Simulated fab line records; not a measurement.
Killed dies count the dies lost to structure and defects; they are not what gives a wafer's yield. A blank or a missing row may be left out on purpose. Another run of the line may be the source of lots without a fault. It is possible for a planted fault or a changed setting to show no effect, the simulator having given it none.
What tool caused it?    flow sky130    14 lots, 40 wafers sampled, at 2 steps of a route of 708

== WHAT EACH GAUGE READ, for each wafer ==
Not one reading of a measure or inspect step in the record can be checked against a usual standard deviation.

== EACH LOT AND THE TOOL THAT RAN IT (in order: tool; ch and the chambers of the sampled wafers; start) ==
lot   SKY_METAL1_DEHYDRATE_07           SKY_PAD_OPEN_PROBE_99
L272  lithoTrack-01 ch 0, day 32 13:39  prober-01, day 46 01:04
L273  lithoTrack-03 ch 0, day 33 01:43  -
L274  lithoTrack-03 ch 0, day 33 07:22  -
L275  lithoTrack-02 ch 0, day 33 15:08  prober-02, day 46 20:40
L277  lithoTrack-02 ch 0, day 34 02:58  -
L281  lithoTrack-01 ch 0, day 35 10:39  prober-02, day 48 04:34
L282  lithoTrack-02 ch 0, day 35 20:52  -
L283  lithoTrack-02 ch 0, day 36 01:35  -
L284  lithoTrack-03 ch 0, day 36 04:34  prober-01, day 48 17:50
L285  lithoTrack-02 ch 0, day 36 19:38  prober-02, day 49 07:32
L286  lithoTrack-01 ch 0, day 37 13:18  prober-01, day 49 15:46
L289  lithoTrack-01 ch 0, day 38 05:50  prober-02, day 50 04:10
L292  lithoTrack-01 ch 0, day 38 20:35  prober-01, day 50 13:38
L294  lithoTrack-01 ch 0, day 39 10:02  prober-01, day 50 22:34
- SKY_METAL1_DEHYDRATE_07: time 60 s.
- SKY_PAD_OPEN_PROBE_99

== AS READ BY THE TOOLS THEMSELVES (means over the sampled wafers that have a number; for cases with no such wafer, the mark the record gives instead) ==
SKY_METAL1_DEHYDRATE_07.
lot   tool           heaterPowerTotalW (W)  runLengthS (s)
L272  lithoTrack-01  160.39                 88.85
L273  lithoTrack-03  160.25                 89.01
L274  lithoTrack-03  160.39                 89.05
L275  lithoTrack-02  160.51                 89.15
L277  lithoTrack-02  160.39                 89.25
L281  lithoTrack-01  160.32                 88.86
L282  lithoTrack-02  160.33                 89.09
L283  lithoTrack-02  167.45                 82.31
L284  lithoTrack-03  160.38                 89.02
L285  lithoTrack-02  167.41                 82.28
L286  lithoTrack-01  160.31                 88.89
L289  lithoTrack-01  160.43                 88.87
L292  lithoTrack-01  160.39                 89.07
L294  lithoTrack-01  160.43                 89.04

SKY_PAD_OPEN_PROBE_99.
lot   tool       defectLimitedYield (%)  killed_at_M0_to_M3  killed_at_M4_up  killedAtContacts  killedAtFrontEnd  killedAtOther  killedDies  killedOnRim  killedOpen  killedShort  sort_bin_3_pad_short (%)  sort_bin_5_function (%)  sort_bin_6_memory (%)  sortNPass  sortYieldPct (%)
L272  prober-01  80.5                    48                  3.0              27                18                0.0            96          21           49          46           1.3                       11.9                     6.4                    396        80.5
L275  prober-02  83.1                    40                  3.0              26                14                0.0            83          17           42          40           0.5                       10.2                     6.2                    409        83.1
L281  prober-02  80.8                    49                  3.0              26                15                0.7            94          17           52          42           1.0                       11.3                     6.9                    398        80.8
L284  prober-01  81.0                    50                  3.0              24                16                0.0            94          20           51          43           0.7                       11.7                     6.7                    398        81.0
L285  prober-02  84.6                    37                  3.0              22                14                0.0            76          16           37          39           1.3                       8.8                      5.3                    416        84.6
L286  prober-01  84.2                    39                  3.3              20                14                0.3            78          14           41          37           0.8                       9.8                      5.2                    414        84.2
L289  prober-02  81.1                    49                  2.0              27                14                0.3            93          17           51          42           0.7                       11.6                     6.6                    399        81.1
L292  prober-01  84.2                    37                  2.3              24                14                0.3            78          15           48          29           0.9                       9.7                      5.2                    414        84.2
L294  prober-01  81.0                    47                  2.7              25                19                0.3            94          18           53          41           0.5                       11.3                     7.2                    398        81.0

== THE ANSWER, worked out from the rows above alone ==
Rule: usual is defined by the lots themselves. The widest of any qualifying gaps counts: lots, ordered by their means at a reading, are off when they make up no more than a third of the lots, leave a main group of 4 or more, and stand apart from it by 3 or more times the standard deviation of that group's means. The tables above print the reading to a certain number of digits; a main group whose means all agree to those digits is not used. Also off: a lot with no number at a reading for which 4 or more lots have one. All remaining lots with rows at the step are treated as sound. The gauges are gone through in route order, then the tools' own readings, and for those a lot's mean is taken as printed above. The first step at which some lot is off is used, and at that step the reading that is off furthest; a lot without a number counts as furthest.
Off at SKY_METAL1_DEHYDRATE_07 (heaterPowerTotalW): L283, L285. For the main group the mean is 160.38 W and the standard deviation 0.065.
If a tool, at that step or one of the process steps before it, ran each lot that is off and ran no sound lot following the first of them, it fits. One fits: lithoTrack-02 at SKY_METAL1_DEHYDRATE_07. Its last sound lot is L282 (day 35 20:52), its first lot that is off L283 (day 36 01:35): a fault that began between those two fits.
The tool's own readings at SKY_METAL1_DEHYDRATE_07 bear it out: on the lots that are off they differ by more than 5 times the standard deviation of the sound lots' means. heaterPowerTotalW reads 167.43 W there against 160.38 W on the sound lots; runLengthS reads 82.30 s there against 89.01 s on the sound lots.

== WHAT THE SIMULATOR PUT IN ==
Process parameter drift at SKY_METAL1_DEHYDRATE_07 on lithoTrack-02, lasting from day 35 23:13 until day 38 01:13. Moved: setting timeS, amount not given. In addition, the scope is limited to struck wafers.
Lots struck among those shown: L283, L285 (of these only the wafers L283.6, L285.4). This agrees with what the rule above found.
